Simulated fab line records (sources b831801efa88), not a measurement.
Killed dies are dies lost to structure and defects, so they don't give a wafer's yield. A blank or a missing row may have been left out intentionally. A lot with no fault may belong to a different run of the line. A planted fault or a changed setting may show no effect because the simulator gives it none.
2 desks, one fault	flow gf180mcu	every desk sees just its own numbers, and what lay behind them comes last

## DESK OF THE TOOL OWNER: cvd w-01
The tool's own readings at GF_CONTACT_CVD_24 (deposits W, target thk 300 nm, time 90.339 s): means of the sampled wafers that have a number, for each lot that ran on this tool. Marked OUT: a lot whose mean sits more than 4 standard deviations from the usual mean, which makes it out of limits; the brackets give that distance.
Columns: A = chamber pressure Torr at GF_CONTACT_CVD_24, usual 39.99 Torr; B = heater power w at GF_CONTACT_CVD_24, usual 887 W
lot	first seen here	A	B
L124	day 18 13:21	39.96	834
L132	day 21 08:42	41.36 (+17) OUT	864
L136	day 22 20:16	41.42 (+18) OUT	845
This desk finds L132, L136 out of limits, L132 being first, at day 21 08:42 (chamber pressure Torr at GF_CONTACT_CVD_24). In limits: L124.

## THE METROLOGY DESK
What the gauges read for every lot (on any tool): the sampled wafers with a number, averaged. Marked OUT: a lot whose mean sits more than 4 standard deviations from the usual mean, which makes it out of limits; the brackets give that distance.
Columns: A = cd nm at GF_CONTACT_CD_MEAS_14, usual 220.2 nm; B = CONTACT_OVL at GF_CONTACT_OVL_MEAS_15, usual 0 nm; C = CONTACT_W_RS at GF_CONTACT_RS_MEAS_25, usual 0.385 ohm/sq
lot	first seen here	A	B	C
L118	day 16 02:21	218.0	7	0.386
L124	day 18 12:37	220.5	-5	0.381
L132	day 21 07:53	219.2	1	0.377
L133	day 21 13:49	218.3	2	0.382
L136	day 22 19:33	219.5	-0	0.374
L141	day 24 12:20	219.4	-0	0.386
Result from this desk: across the 6 lots, nothing is out of limits.

## PUT TOGETHER
At day 21 08:42, on L132, L136, the tool owner's desk was in a position to raise an alarm.
The metrology desk saw nothing out of limits.
The metrology desk holds a record of L132, L136, inside its limits.
All the named lots went through GF_CONTACT_CVD_24 on cvd w-01.

## WHAT WAS PUT IN BY THE SIMULATOR
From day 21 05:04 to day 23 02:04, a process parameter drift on cvd w-01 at GF_CONTACT_CVD_24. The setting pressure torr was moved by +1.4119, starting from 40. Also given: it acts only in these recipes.
Struck lots among those shown: L132, L136.
Time in hours from fault onset to the first out-of-limits reading at each desk: the tool owner's desk, 4.
